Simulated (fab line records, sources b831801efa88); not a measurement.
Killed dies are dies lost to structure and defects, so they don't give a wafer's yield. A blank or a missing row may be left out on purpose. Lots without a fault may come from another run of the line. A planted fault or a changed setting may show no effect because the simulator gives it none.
fab line records | flow gf180mcu
record lots=5 wafers=15 last_day=33
route steps=602 shown M3@410 V3@429
lots that met no fault: from a run of the same line without faults
start_h: hours from the record's first day to the start of the lot's first wafer shown | wait_h: hours since the lot's step before | " the same as in the row above | L1.1+2: a row that stands for several wafers | - no value, or no start given | * or withheld: withheld | < > ~ a bound
route shown NAME@n: a module of which the file shows steps, and the number in the route of the first | usual: mean/standard deviation of fault-free wafers | same: alike in all rows | chamber/n: place in a boat | sites: the reading at each site | _std_site: their standard deviation | _edge_site: outer sites' mean less inner sites' | radius_mm: how far each site lies from the wafer's centre | mask NAME#n: copy n | behind: the tool/chamber that last shaped the wafer | hold: why the lot was held/for how many hours/how that ended | device: the transistor (n, p or np) that didn't switch | end of line: the same wafers' tests at the end of the route | a step without rows: its recipe alone | killed: dies lost to structure and defects at the first sort, not the wafer's yield | map: a wafer's dies, x killed, . not, _ none there
set.NAME: the setting as run; set.NAME@STEP: as run at that earlier step | model.NAME: the simulator's own value behind a step, which no gauge read
lots at some steps of the route; a table a step, a row a wafer
services: from which hour (start_h, from the record's first day; less than 0 if before it) a tool's chamber was out of use, for how many hours, and why
## steps
# step GF_M3_SPUTTER_01
# recipe material=TiN target_thk_nm=30 power_w=6500 time_s=25 chamber_pressure_pa=0.4
# usual chamber_pressure_pa=0.4000/0.00081 throttle_valve_pct=29.9/1.1
# columns lot.wafer tool chamber start_h wait_h chamber_pressure_pa throttle_valve_pct
L075.2 pvd_sputter-04 - 471.73 0.1 0.3994 30.5
L075.3 " - " " 0.3989 30.4
L075.4 " - " " 0.3997 29.1
L079.1 pvd_sputter-04 - 513.28 0.1 0.3999 28.8
L079.5 " - " " 0.3993 29.0
L079.6 " - " " 0.3999 30.9
L085.3 pvd_sputter-02 - 568.09 0.1 0.3986 27.6
L085.5 " - " " 0.3986 29.7
L085.6 " - " " 0.3998 27.9
L087.1 pvd_sputter-01 - 579.62 0.1 0.3997 30.6
L087.2 " - " " 0.4010 28.9
L087.4 " - " " 0.3985 29.4
L092.1 pvd_sputter-01 - 617.42 0.1 0.4002 31.4
L092.4 " - " " 0.3994 29.0
L092.6 " - " " 0.4013 31.1
# step GF_M3_SPUTTER_02
# recipe material=AlCu target_thk_nm=450 power_w=10600 time_s=23.9 chamber_pressure_pa=0.4
# usual chamber_pressure_pa=0.4000/0.00084 throttle_valve_pct=29.8/1.1
# columns lot.wafer tool chamber start_h wait_h chamber_pressure_pa throttle_valve_pct
L075.2 pvd_sputter-04 - 471.76 0.0 0.4008 30.3
L075.3 " - " " 0.4003 30.7
L075.4 " - " " 0.4001 29.0
L079.1 pvd_sputter-04 - 513.31 0.0 0.3998 28.9
L079.5 " - " " 0.3994 29.2
L079.6 " - " " 0.4008 30.7
L085.3 pvd_sputter-02 - 568.12 0.0 0.3995 27.9
L085.5 " - " " 0.3994 29.6
L085.6 " - " " 0.3991 27.6
L087.1 pvd_sputter-01 - 579.65 0.0 0.3993 31.0
L087.2 " - " " 0.4000 28.8
L087.4 " - " " 0.4001 29.3
L092.1 pvd_sputter-01 - 617.45 0.0 0.4007 31.2
L092.4 " - " " 0.3994 29.0
L092.6 " - " " 0.4003 30.9
# step GF_M3_SPUTTER_03
# recipe material=Ti target_thk_nm=10 substrate_temp_c=300 chamber_pressure_pa=0.3 power_w=3000 time_s=6.876
# usual chamber_pressure_pa=0.3000/0.0006 throttle_valve_pct=29.9/1.1
# columns lot.wafer tool chamber start_h wait_h chamber_pressure_pa throttle_valve_pct
L075.2 pvd_sputter-04 - 471.79 0.0 0.2995 30.4
L075.3 " - " " 0.2998 30.6
L075.4 " - " " 0.2995 28.8
L079.1 pvd_sputter-04 - 513.34 0.0 0.3006 28.9
L079.5 " - " " 0.3012 29.2
L079.6 " - " " 0.3004 30.7
L085.3 pvd_sputter-02 - 568.15 0.0 0.3000 27.7
L085.5 " - " " 0.2996 29.8
L085.6 " - " " 0.3004 27.8
L087.1 pvd_sputter-01 - 579.68 0.0 0.3002 30.7
L087.2 " - " " 0.3002 28.9
L087.4 " - " " 0.2999 29.3
L092.1 pvd_sputter-01 - 617.48 0.0 0.2999 31.3
L092.4 " - " " 0.3007 29.1
L092.6 " - " " 0.2990 30.8
# step GF_M3_SPUTTER_04
# recipe material=TiN target_thk_nm=50 power_w=6500 time_s=41.7 chamber_pressure_pa=0.4
# usual chamber_pressure_pa=0.3999/0.00075 throttle_valve_pct=29.8/1.1
# columns lot.wafer tool chamber start_h wait_h chamber_pressure_pa throttle_valve_pct
L075.2 pvd_sputter-04 - 471.81 0.0 0.3995 30.3
L075.3 " - " " 0.4000 30.5
L075.4 " - " " 0.4007 29.4
L079.1 pvd_sputter-04 - 513.36 0.0 0.3998 29.2
L079.5 " - " " 0.4007 29.2
L079.6 " - " " 0.3999 30.8
L085.3 pvd_sputter-02 - 568.17 0.0 0.4007 27.8
L085.5 " - " " 0.4002 29.8
L085.6 " - " " 0.4002 27.6
L087.1 pvd_sputter-01 - 579.70 0.0 0.4004 30.8
L087.2 " - " " 0.4014 29.0
L087.4 " - " " 0.3999 29.5
L092.1 pvd_sputter-01 - 617.50 0.0 0.4011 31.1
L092.4 " - " " 0.4001 28.9
L092.6 " - " " 0.4000 31.0
# step GF_M3_RS_MEAS_05
# recipe thk_meas_gauge=four-point-probe reads=TiN_of_M3_SPUTTER_04+Ti_of_M3_SPUTTER_03+AlCu_of_M3_SPUTTER_02+TiN_of_M3_SPUTTER_01+Ti_of_M3_SPUTTER_00
# usual M3_ALCU_RS=0.0693/0.00094
# columns lot.wafer tool chamber start_h wait_h M3_ALCU_RS[ohm/sq]
L075.2 film_metro-04 - 471.87 0.0 0.0699
L075.3 " - " " 0.0704
L075.4 " - " " 0.0697
L079.1 film_metro-03 - 513.40 0.0 0.0673
L079.5 " - " " 0.0684
L079.6 " - " " 0.0676
L085.3 film_metro-03 - 568.31 0.1 0.0696
L085.5 " - " " 0.0695
L085.6 " - " " 0.0690
L087.1 film_metro-03 - 579.74 0.0 0.0691
L087.2 " - " " 0.0686
L087.4 " - " " 0.0680
L092.1 film_metro-03 - 617.54 0.0 0.0682
L092.4 " - " " 0.0690
L092.6 " - " " 0.0700
# step GF_M3_THK_MEAS_06
# recipe thk_meas_gauge=xrf reads=AlCu_of_M3_SPUTTER_02
# usual M3_ALCU_THK=447/6
# columns lot.wafer tool chamber start_h wait_h M3_ALCU_THK[nm]
L075.2 film_metro-04 - 471.98 0.1 443
L075.3 " - " " 442
L075.4 " - " " 447
L079.1 film_metro-03 - 513.52 0.1 457
L079.5 " - " " 450
L079.6 " - " " 455
L085.3 film_metro-03 - 568.41 0.1 444
L085.5 " - " " 448
L085.6 " - " " 450
L087.1 film_metro-03 - 579.86 0.1 448
L087.2 " - " " 450
L087.4 " - " " 452
L092.1 film_metro-03 - 617.66 0.1 454
L092.4 " - " " 449
L092.6 " - " " 442
# step GF_M3_DEHYDRATE_07
# recipe temp_c=200 time_s=60
# usual plate_temp_C=200.00/0.18
# columns lot.wafer tool chamber start_h wait_h plate_temp_C
L075.2 litho_track-03 0 484.19 12.2 199.80
L075.3 " 0 " " 200.00
L075.4 " 0 " " 199.84
L079.1 litho_track-03 0 524.86 11.3 199.91
L079.5 " 0 " " 200.06
L079.6 " 0 " " 200.07
L085.3 litho_track-03 0 578.96 10.5 200.09
L085.5 " 0 " " 200.09
L085.6 " 0 " " 200.14
L087.1 litho_track-04 0 589.83 10.0 199.85
L087.2 " 0 " " 199.82
L087.4 " 0 " " 199.79
L092.1 litho_track-03 0 627.21 9.5 200.03
L092.4 " 0 " " 200.18
L092.6 " 0 " " 200.07
# step GF_M3_HMDS_08
# recipe prime_time_s=60 prime_temp_c=120
# usual prime_temp_c=119.98/0.14
# columns lot.wafer tool chamber start_h wait_h prime_temp_c
L075.2 litho_track-03 0 484.34 0.1 120.08
L075.3 " 0 " " 120.05
L075.4 " 0 " " 119.98
L079.1 litho_track-03 0 525.01 0.1 119.94
L079.5 " 0 " " 120.21
L079.6 " 0 " " 119.99
L085.3 litho_track-03 0 579.11 0.1 120.07
L085.5 " 0 " " 119.93
L085.6 " 0 " " 120.06
L087.1 litho_track-04 0 589.98 0.1 119.90
L087.2 " 0 " " 119.95
L087.4 " 0 " " 119.80
L092.1 litho_track-03 0 627.36 0.1 120.11
L092.4 " 0 " " 120.00
L092.6 " 0 " " 120.01
# step GF_M3_COAT_09
# recipe resist=KrF spin_rpm=withheld resist_thk_nm=1000
# columns lot.wafer tool chamber start_h wait_h
L075.2+3+4 litho_track-03 0 484.49 0.1
L079.1+5+6 litho_track-03 0 525.16 0.1
L085.3+5+6 litho_track-03 0 579.26 0.1
L087.1+2+4 litho_track-04 0 590.13 0.1
L092.1+4+6 litho_track-03 0 627.51 0.1
# step GF_M3_SOFTBAKE_10
# recipe temp_c=130 time_s=60 resist=KrF
# usual plate_temp_C=130.01/0.14
# columns lot.wafer tool chamber start_h wait_h plate_temp_C
L075.2 litho_track-03 0 484.64 0.1 129.92
L075.3 " 0 " " 129.92
L075.4 " 0 " " 129.68
L079.1 litho_track-03 0 525.31 0.1 129.94
L079.5 " 0 " " 129.92
L079.6 " 0 " " 130.12
L085.3 litho_track-03 0 579.41 0.1 130.13
L085.5 " 0 " " 130.24
L085.6 " 0 " " 130.01
L087.1 litho_track-04 0 590.28 0.1 129.91
L087.2 " 0 " " 130.05
L087.4 " 0 " " 130.03
L092.1 litho_track-03 0 627.66 0.1 130.15
L092.4 " 0 " " 130.03
L092.6 " 0 " " 130.08
# step GF_M3_EXPOSE_11
# recipe mask_id=Metal3 target_cd_nm=280 na=0.68 source_shape=conventional sigma_outer=0.6 dose_mj=28
# columns lot.wafer tool chamber start_h wait_h mask
L075.2+3+4 krf_scanner-01 0 - - Metal3#0
L079.1+5+6 krf_scanner-01 0 - - Metal3#0
L085.3+5+6 krf_scanner-01 0 - - Metal3#0
L087.1+2+4 krf_scanner-01 0 - - Metal3#0
L092.1+4+6 krf_scanner-02 0 - - Metal3#0
# step GF_M3_PEB_12
# recipe peb_temp_c=135 peb_time_s=90 resist=KrF
# usual plate_temp_C=135.03/0.16
# same peb_time_s=90
# columns lot.wafer tool chamber start_h wait_h plate_temp_C
L075.2 litho_track-03 0 - - 135.07
L075.3 " 0 " " 134.85
L075.4 " 0 " " 134.97
L079.1 litho_track-04 0 - - 135.00
L079.5 " 0 " " 135.07
L079.6 " 0 " " 134.91
L085.3 litho_track-03 0 - - 135.03
L085.5 " 0 " " 135.21
L085.6 " 0 " " 135.33
L087.1 litho_track-04 0 - - 135.25
L087.2 " 0 " " 135.00
L087.4 " 0 " " 135.34
L092.1 litho_track-04 0 - - 135.05
L092.4 " 0 " " 135.01
L092.6 " 0 " " 135.07
# step GF_M3_DEVELOP_13
# recipe develop_time_s=60 dev_temp_c=21
# columns lot.wafer tool chamber start_h wait_h
L075.2+3+4 litho_track-03 0 495.89 0.2
L079.1+5+6 litho_track-04 0 537.08 0.2
L085.3+5+6 litho_track-03 0 589.81 0.1
L087.1+2+4 litho_track-04 0 600.33 0.2
L092.1+4+6 litho_track-04 0 637.58 0.2
# step GF_M3_CD_MEAS_14
# recipe target_cd_nm=280
# usual cd_nm=280.0/1.3
# columns lot.wafer tool chamber start_h wait_h cd_nm
L075.2 cd_sem-01 - 496.03 0.1 281.3
L075.3 " - " " 281.8
L075.4 " - " " 281.4
L079.1 cd_sem-01 - 537.23 0.1 279.8
L079.5 " - " " 278.9
L079.6 " - " " 279.5
L085.3 cd_sem-02 - 589.95 0.1 280.3
L085.5 " - " " 278.9
L085.6 " - " " 278.9
L087.1 cd_sem-02 - 600.48 0.1 281.9
L087.2 " - " " 281.6
L087.4 " - " " 281.7
L092.1 cd_sem-01 - 637.73 0.1 282.0
L092.4 " - " " 279.5
L092.6 " - " " 279.5
# step GF_M3_OVL_MEAS_15
# usual M3_OVL=0/5.2
# columns lot.wafer tool chamber start_h wait_h M3_OVL[nm]
L075.2 overlay-01 - 496.14 0.1 3
L075.3 " - " " 0
L075.4 " - " " 5
L079.1 overlay-01 - 537.35 0.1 1
L079.5 " - " " 2
L079.6 " - " " -4
L085.3 overlay-02 - 590.04 0.1 5
L085.5 " - " " 4
L085.6 " - " " -2
L087.1 overlay-01 - 600.60 0.1 -10
L087.2 " - " " -2
L087.4 " - " " 2
L092.1 overlay-01 - 637.85 0.1 -2
L092.4 " - " " 2
L092.6 " - " " 1
# step GF_M3_METAL_ETCH_16
# recipe chemistry=Cl2/BCl3 mask_material=KrF target_depth_nm=750.8 stop_on=SiO2 pressure_mtorr=8 icp_w=800 bias_w=140 Cl2_flow_sccm=80 bcl3_flow_sccm=40 time_s=125.1
# usual drypump_motor_current_A=5.6/0.44 oes_product_au=0.990/0.0067 rf_fwd_power_W=796.7/2.3 throttle_valve_pct=28.230/0.01
# columns lot.wafer tool chamber start_h wait_h drypump_motor_current_A oes_product_au rf_fwd_power_W rf_hours_counter_h throttle_valve_pct
L075.2 rie_metal-04 1 496.21 0.1 5.0 0.986 796.1 - 28.223
L075.3 " 1 " " 5.0 0.991 796.7 - 28.235
L075.4 " 1 " " 5.0 0.987 798.1 - 28.229
L079.1 rie_metal-03 1 537.39 0.0 5.5 0.999 798.4 11 28.213
L079.5 " 0 " " 6.0 0.997 797.3 - 28.217
L079.6 " 1 " " 5.5 0.992 797.2 - 28.223
L085.3 rie_metal-01 0 590.15 0.1 6.1 0.996 798.7 - 28.225
L085.5 " 0 " " 6.1 0.999 798.9 - 28.237
L085.6 " 0 " " 6.1 0.995 798.9 - 28.245
L087.1 rie_metal-04 1 600.64 0.0 5.0 0.989 794.7 9 28.233
L087.2 " 0 " " 5.6 0.975 799.2 2 28.237
L087.4 " 0 " " 5.7 0.986 794.7 - 28.242
L092.1 rie_metal-04 1 637.89 0.0 5.0 0.990 795.3 11 28.231
L092.4 " 1 " " 5.0 0.987 797.7 - 28.223
L092.6 " 1 " " 5.0 0.984 799.7 - 28.229
# step GF_M3_STRIP_17
# recipe chemistry=O2/N2 power_w=1400 pressure_mtorr=1500 platen_temp_c=250 o2_flow_sccm=3000 n2_flow_sccm=300 overash_fraction=0.5
# usual drypump_motor_current_A=5.67/0.25 heater_power_w=323/29 oes_product_au=0.538/0.0055 strip_time_to_endpoint_s=7.40/0.056
# columns lot.wafer tool chamber start_h wait_h drypump_motor_current_A heater_power_w oes_product_au rf_hours_counter_h strip_time_to_endpoint_s
L075.2 plasma_asher-01 1 496.43 0.2 5.93 327 0.544 40 7.43
L075.3 " 0 " " 5.60 279 0.542 - 7.45
L075.4 " 1 " " 5.93 326 0.535 - 7.46
L079.1 plasma_asher-04 0 537.52 0.1 5.56 307 0.544 73 7.35
L079.5 " 1 " " 5.28 374 0.531 - 7.32
L079.6 " 0 " " 5.59 309 0.530 - 7.30
L085.3 plasma_asher-01 1 590.36 0.2 5.94 337 0.539 - 7.39
L085.5 " 0 " " 5.58 284 0.550 - 7.36
L085.6 " 1 " " 5.93 330 0.534 - 7.36
L087.1 plasma_asher-02 0 600.77 0.1 5.60 338 0.541 18 7.46
L087.2 " 1 " " 6.04 323 0.538 18 7.45
L087.4 " 1 " " 6.08 319 0.539 - 7.49
L092.1 plasma_asher-04 1 638.02 0.1 5.29 377 0.535 84 7.40
L092.4 " 1 " " 5.29 391 0.527 - 7.37
L092.6 " 1 " " 5.29 372 0.541 - 7.38
# step GF_M3_STRIP_18
# recipe chemistry=post_etch_residue_remover time_s=1200 temp_c=72.5
# columns lot.wafer tool chamber start_h wait_h
L075.2+3+4 wet_bench-01 1 496.53 0.1
L079.1+5+6 wet_bench-04 1 537.62 0.1
L085.3+5+6 wet_bench-04 1 590.42 0.0
L087.1+2+4 wet_bench-03 0 600.87 0.1
L092.1+4+6 wet_bench-01 2 638.12 0.1
# step GF_M3_CLEAN_19
# recipe chemistry=DIW dry=n2_spin
# columns lot.wafer tool chamber start_h wait_h
L075.2+3+4 wet_bench-03 0 496.93 0.0
L079.1+5+6 wet_bench-03 1 537.96 0.0
L085.3+5+6 wet_bench-04 1 590.77 0.0
L087.1+2+4 wet_bench-01 0 601.21 0.0
L092.1+4+6 wet_bench-03 3 638.46 0.0
# step GF_V3_CVD_00
# recipe material=SiO2 target_thk_nm=600 sigma_open_frac=0.3 temp_c=400 time_s=100 sih4_flow_sccm=60 pressure_mtorr=6
# columns lot.wafer tool chamber start_h wait_h
L075.2+3+4 hdpcvd-02 0,2,1 497.04 0.0
L079.1+5+6 hdpcvd-02 1,2,1 538.05 0.0
L085.3+5+6 hdpcvd-01 0,1,0 590.86 0.0
L087.1+2+4 hdpcvd-01 1,2,2 601.30 0.0
L092.1+4+6 hdpcvd-02 2,2,0 638.55 0.0
# step GF_V3_THK_MEAS_01
# recipe reads=SiO2_of_V3_CVD_00
# usual V3_CVD_00_THK=606/6.8
# columns lot.wafer tool chamber start_h wait_h V3_CVD_00_THK[nm]
L075.2 film_metro-04 - 497.12 0.0 598
L075.3 " - " " 601
L075.4 " - " " 602
L079.1 film_metro-04 - 538.16 0.1 607
L079.5 " - " " 602
L079.6 " - " " 612
L085.3 film_metro-04 - 590.95 0.1 591
L085.5 " - " " 601
L085.6 " - " " 593
L087.1 film_metro-03 - 601.37 0.0 627
L087.2 " - " " 621
L087.4 " - " " 615
L092.1 film_metro-02 - 638.62 0.0 605
L092.4 " - " " 618
L092.6 " - " " 611
# step GF_V3_CVD_02
# recipe material=SiO2 target_thk_nm=850 precursor=TEOS temp_c=400 time_s=94.851 rf_w=600
# usual heater_power_w=623/110 rf_fwd_power_W=596.0/1.8
# columns lot.wafer tool chamber start_h wait_h heater_power_w rf_fwd_power_W
L075.2 pecvd-03 1 497.17 0.0 699 595.4
L075.3 " 2 " " 497 593.5
L075.4 " 2 " " 534 596.4
L079.1 pecvd-03 0 538.22 0.1 505 597.2
L079.5 " 1 " " 736 595.8
L079.6 " 0 " " 532 596.2
L085.3 pecvd-03 1 590.99 0.0 784 595.6
L085.5 " 0 " " 559 593.2
L085.6 " 2 " " 471 596.3
L087.1 pecvd-03 1 601.43 0.1 730 595.2
L087.2 " 2 " " 558 597.7
L087.4 " 0 " " 536 595.3
L092.1 pecvd-03 0 638.68 0.1 471 595.3
L092.4 " 0 " " 515 594.9
L092.6 " 2 " " 589 596.8
# step GF_V3_THK_MEAS_03
# recipe reads=SiO2_of_V3_CVD_02
# usual V3_CVD_02_THK=847/11
# columns lot.wafer tool chamber start_h wait_h V3_CVD_02_THK[nm]
L075.2 film_metro-04 - 497.25 0.0 843
L075.3 " - " " 828
L075.4 " - " " 842
L079.1 film_metro-03 - 538.29 0.0 844
L079.5 " - " " 850
L079.6 " - " " 859
L085.3 film_metro-03 - 591.08 0.1 837
L085.5 " - " " 852
L085.6 " - " " 848
L087.1 film_metro-02 - 601.50 0.0 837
L087.2 " - " " 835
L087.4 " - " " 858
L092.1 film_metro-04 - 638.75 0.0 841
L092.4 " - " " 859
L092.6 " - " " 845
# step GF_V3_CMP_04
# recipe material=SiO2 down_force_psi=4 platen_rpm=60 pad_velocity_m_s=0.94248
# usual motor_current_A=12.1/1.1 time_to_endpoint_s=80/5.7
# columns lot.wafer tool chamber start_h wait_h motor_current_A time_to_endpoint_s
L075.2 cmp-02 1 497.30 0.0 12.8 82
L075.4 " 2 " " 12.3 76
L075.3 " 0 " " 11.4 72
L079.1 cmp-02 2 538.37 0.1 11.9 77
L079.5 " 2 " " 12.5 78
L079.6 " 3 " " 12.7 81
L085.3 cmp-02 1 591.17 0.1 11.9 78
L085.6 " 0 " " 10.4 83
L085.5 " 1 " " 11.7 86
L087.1 cmp-02 1 601.56 0.1 12.6 85
L087.4 " 3 " " 13.0 90
L087.2 " 0 " " 10.9 78
L092.1 cmp-01 1 638.86 0.1 11.9 77
L092.4 " 2 " " 14.3 85
L092.6 " 0 " " 12.1 78
# step GF_V3_BOW_MEAS_05
# recipe mode=bow
# usual V3_BOW=121/9.9
# columns lot.wafer tool chamber start_h wait_h V3_BOW[um]
L075.2 film_metro-02 - 497.62 0.3 93
L075.3 " - " " 114
L075.4 " - " " 113
L079.1 film_metro-03 - 538.67 0.2 114
L079.5 " - " " 114
L079.6 " - " " 115
L085.3 film_metro-02 - 591.46 0.2 111
L085.5 " - " " 110
L085.6 " - " " 116
L087.1 film_metro-02 - 601.86 0.2 120
L087.2 " - " " 128
L087.4 " - " " 126
L092.1 film_metro-03 - 639.11 0.2 119
L092.4 " - " " 114
L092.6 " - " " 109
# step GF_V3_DEHYDRATE_06
# recipe temp_c=200 time_s=60
# usual plate_temp_C=200.03/0.16
# columns lot.wafer tool chamber start_h wait_h plate_temp_C
L075.2 litho_track-04 0 509.66 12.0 199.91
L075.3 " 0 " " 199.57
L075.4 " 0 " " 199.74
L079.1 litho_track-03 0 549.41 10.7 199.93
L079.5 " 0 " " 199.95
L079.6 " 0 " " 199.85
L085.3 litho_track-03 0 601.06 9.6 200.17
L085.5 " 0 " " 200.19
L085.6 " 0 " " 199.88
L087.1 litho_track-04 0 611.88 10.0 200.12
L087.2 " 0 " " 200.02
L087.4 " 0 " " 200.19
L092.1 litho_track-04 0 648.68 9.5 200.04
L092.4 " 0 " " 200.27
L092.6 " 0 " " 199.98
# step GF_V3_HMDS_07
# recipe prime_time_s=60 prime_temp_c=120
# usual prime_temp_c=120.01/0.13
# columns lot.wafer tool chamber start_h wait_h prime_temp_c
L075.2 litho_track-04 0 509.81 0.1 119.86
L075.3 " 0 " " 119.84
L075.4 " 0 " " 120.02
L079.1 litho_track-03 0 549.56 0.1 120.26
L079.5 " 0 " " 119.99
L079.6 " 0 " " 120.18
L085.3 litho_track-03 0 601.21 0.1 119.95
L085.5 " 0 " " 119.97
L085.6 " 0 " " 120.04
L087.1 litho_track-04 0 612.03 0.1 119.95
L087.2 " 0 " " 119.99
L087.4 " 0 " " 119.99
L092.1 litho_track-04 0 648.83 0.1 120.21
L092.4 " 0 " " 120.04
L092.6 " 0 " " 120.10
# step GF_V3_COAT_08
# recipe resist=BARC temp_c=withheld time_s=withheld spin_rpm=withheld resist_thk_nm=withheld
# columns lot.wafer tool chamber start_h wait_h
L075.2+3+4 litho_track-04 0 509.96 0.1
L079.1+5+6 litho_track-03 0 549.71 0.1
L085.3+5+6 litho_track-03 0 601.36 0.1
L087.1+2+4 litho_track-04 0 612.18 0.1
L092.1+4+6 litho_track-04 0 648.98 0.1
# step GF_V3_COAT_09
# recipe resist=KrF spin_rpm=withheld resist_thk_nm=1000
# columns lot.wafer tool chamber start_h wait_h
L075.2+3+4 litho_track-04 0 - -
L079.1+5+6 litho_track-03 0 - -
L085.3+5+6 litho_track-03 0 - -
L087.1+2+4 litho_track-04 0 - -
L092.1+4+6 litho_track-04 0 - -
# step GF_V3_SOFTBAKE_10
# recipe temp_c=130 time_s=60 resist=KrF
# usual plate_temp_C=130.02/0.14
# columns lot.wafer tool chamber start_h wait_h plate_temp_C
L075.2 litho_track-04 0 - - 129.88
L075.3 " 0 " " 130.03
L075.4 " 0 " " 129.94
L079.1 litho_track-03 0 - - 130.19
L079.5 " 0 " " 129.88
L079.6 " 0 " " 130.12
L085.3 litho_track-03 0 - - 130.04
L085.5 " 0 " " 130.06
L085.6 " 0 " " 130.12
L087.1 litho_track-04 0 - - 129.90
L087.2 " 0 " " 130.12
L087.4 " 0 " " 129.91
L092.1 litho_track-04 0 - - 129.96
L092.4 " 0 " " 130.27
L092.6 " 0 " " 130.09
# step GF_V3_EXPOSE_11
# recipe mask_id=Via3 target_cd_nm=260 na=0.68 source_shape=conventional sigma_outer=0.6 dose_mj=38
# columns lot.wafer tool chamber start_h wait_h mask
L075.2+3+4 krf_scanner-01 0 - - Via3#0
L079.1+5+6 krf_scanner-01 0 - - Via3#0
L085.3+5+6 krf_scanner-01 0 - - Via3#0
L087.1+2+4 krf_scanner-02 0 - - Via3#0
L092.1+4+6 krf_scanner-01 0 - - Via3#0
# step GF_V3_PEB_12
# recipe peb_temp_c=135 peb_time_s=90 resist=KrF
# usual plate_temp_C=134.97/0.12
# same peb_time_s=90
# columns lot.wafer tool chamber start_h wait_h plate_temp_C
L075.2 litho_track-03 0 - - 134.93
L075.3 " 0 " " 134.99
L075.4 " 0 " " 134.85
L079.1 litho_track-02 0 - - 134.91
L079.5 " 0 " " 134.89
L079.6 " 0 " " 134.94
L085.3 litho_track-02 0 - - 134.93
L085.5 " 0 " " 135.15
L085.6 " 0 " " 134.87
L087.1 litho_track-04 0 - - 135.16
L087.2 " 0 " " 134.98
L087.4 " 0 " " 135.14
L092.1 litho_track-02 0 - - 134.99
L092.4 " 0 " " 135.17
L092.6 " 0 " " 135.24
# step GF_V3_DEVELOP_13
# recipe develop_time_s=60 resist=KrF dev_temp_c=21
# columns lot.wafer tool chamber start_h wait_h
L075.2+3+4 litho_track-03 0 521.39 0.2
L079.1+5+6 litho_track-02 0 561.54 0.2
L085.3+5+6 litho_track-02 0 611.94 0.1
L087.1+2+4 litho_track-04 0 622.28 0.2
L092.1+4+6 litho_track-02 0 658.89 0.2
# step GF_V3_CD_MEAS_14
# recipe target_cd_nm=260
# usual cd_nm=260.1/1.3
# columns lot.wafer tool chamber start_h wait_h cd_nm
L075.2 cd_sem-01 - 521.53 0.1 258.0
L075.3 " - " " 258.4
L075.4 " - " " 258.6
L079.1 cd_sem-01 - 561.69 0.1 260.2
L079.5 " - " " 261.7
L079.6 " - " " 260.9
L085.3 cd_sem-01 - 612.08 0.1 261.5
L085.5 " - " " 261.7
L085.6 " - " " 261.1
L087.1 cd_sem-01 - 622.43 0.1 262.4
L087.2 " - " " 261.4
L087.4 " - " " 260.8
L092.1 cd_sem-01 - 659.04 0.1 260.2
L092.4 " - " " 261.5
L092.6 " - " " 259.9
# step GF_V3_OVL_MEAS_15
# usual V3_OVL=-4/4.9
# columns lot.wafer tool chamber start_h wait_h V3_OVL[nm]
L075.2 overlay-01 - 521.64 0.1 -10
L075.3 " - " " -11
L075.4 " - " " -7
L079.1 overlay-01 - 561.81 0.1 -10
L079.5 " - " " -2
L079.6 " - " " -13
L085.3 overlay-02 - 612.17 0.1 -6
L085.5 " - " " -2
L085.6 " - " " 3
L087.1 overlay-02 - 622.55 0.1 -4
L087.2 " - " " -5
L087.4 " - " " -6
L092.1 overlay-02 - 659.16 0.1 -13
L092.4 " - " " -9
L092.6 " - " " -8
# step GF_V3_ETCH_16
# recipe chemistry=N2/H2 target_depth_a=withheld overetch_a=withheld time_s=withheld target=BARC ion_energy_ev=200 source_w=500 bias_w=97.43 pressure_mtorr=30 n2_flow_sccm=100 h2_flow_sccm=200
# usual drypump_motor_current_A=5.54/0.28 oes_product_au=0.854/0.0048 rf_fwd_power_W=494.6/2.2 throttle_valve_pct=13.225/0.0092
# columns lot.wafer tool chamber start_h wait_h drypump_motor_current_A oes_product_au rf_fwd_power_W throttle_valve_pct
L075.2 rie_diel-01 0 521.67 0.0 5.62 0.855 496.6 13.239
L075.3 " 1 " " 5.18 0.849 494.6 13.234
L075.4 " 3 " " 5.28 0.853 499.5 13.228
L079.1 rie_diel-04 0 561.85 0.0 5.42 0.860 492.4 13.225
L079.5 " 3 " " 5.98 0.850 496.3 13.226
L079.6 " 2 " " 5.54 0.850 495.4 13.225
L085.3 rie_diel-04 0 612.20 0.0 5.42 0.849 492.3 13.224
L085.5 " 3 " " 5.90 0.853 494.2 13.233
L085.6 " 2 " " 5.57 0.849 495.7 13.233
L087.1 rie_diel-04 3 622.59 0.0 5.99 0.854 496.4 13.233
L087.2 " 1 " " 6.00 0.856 494.4 13.219
L087.4 " 1 " " 6.00 0.848 494.0 13.223
L092.1 rie_diel-04 3 659.20 0.0 5.98 0.851 497.3 13.223
L092.4 " 3 " " 5.98 0.857 497.6 13.221
L092.6 " 1 " " 6.02 0.851 492.1 13.217
# step GF_V3_ETCH_17
# recipe chemistry=C4F8/O2/Ar mask_material=KrF target=SiO2 stop_on=TiN source_w=1500 bias_w=1200 pressure_mtorr=40 c4f8_flow_sccm=withheld O2_flow_sccm=6 Ar_flow_sccm=300 time_s=withheld target_depth_a=6350
# usual oes_product_au=0.856/0.0039 rf_fwd_power_W=1493/4.8
# columns lot.wafer tool chamber start_h wait_h oes_product_au rf_fwd_power_W
L075.2 rie_diel-01 0 - - 0.856 1500
L075.3 " 1 " " 0.854 1489
L075.4 " 3 " " 0.854 1501
L079.1 rie_diel-04 0 - - 0.848 1487
L079.5 " 3 " " 0.852 1503
L079.6 " 2 " " 0.856 1492
L085.3 rie_diel-04 0 - - 0.854 1498
L085.5 " 3 " " 0.859 1492
L085.6 " 2 " " 0.860 1494
L087.1 rie_diel-04 3 - - 0.862 1492
L087.2 " 1 " " 0.857 1489
L087.4 " 1 " " 0.856 1483
L092.1 rie_diel-04 3 - - 0.855 1491
L092.4 " 3 " " 0.859 1493
L092.6 " 1 " " 0.859 1486
## services
# columns tool chamber start_h hours kind
krf_scanner-01 - 450.68 0.3 repair
cmp-02 - 457.84 0.5 repair
rie_diel-04 0 468.87 4.5 repair
hdpcvd-02 - 472.28 0.5 repair
wet_bench-04 - 493.15 4.8 repair
krf_scanner-01 - 497.91 1.3 pm
krf_scanner-01 - 499.48 1.4 repair
rie_diel-04 0 502.72 5.6 repair
cmp-02 - 528.63 4.0 pm
hdpcvd-02 0 536.10 21.4 repair
pvd_sputter-02 - 553.64 2.9 repair
pvd_sputter-04 - 560.63 0.9 repair
krf_scanner-01 - 561.72 1.0 pm
krf_scanner-01 - 567.54 0.8 pm
pecvd-03 1 573.77 2.8 repair
pvd_sputter-01 - 590.01 0.7 repair
rie_diel-04 - 590.71 15.6 pm
cmp-02 - 594.11 4.5 repair
cmp-02 - 605.74 1.1 repair
rie_diel-04 2 620.54 4.0 repair
rie_diel-04 2 632.51 3.1 repair
krf_scanner-01 - 633.16 4.4 pm
pvd_sputter-01 - 643.36 3.2 repair
rie_diel-04 2 645.97 15.5 repair
## key
fault none
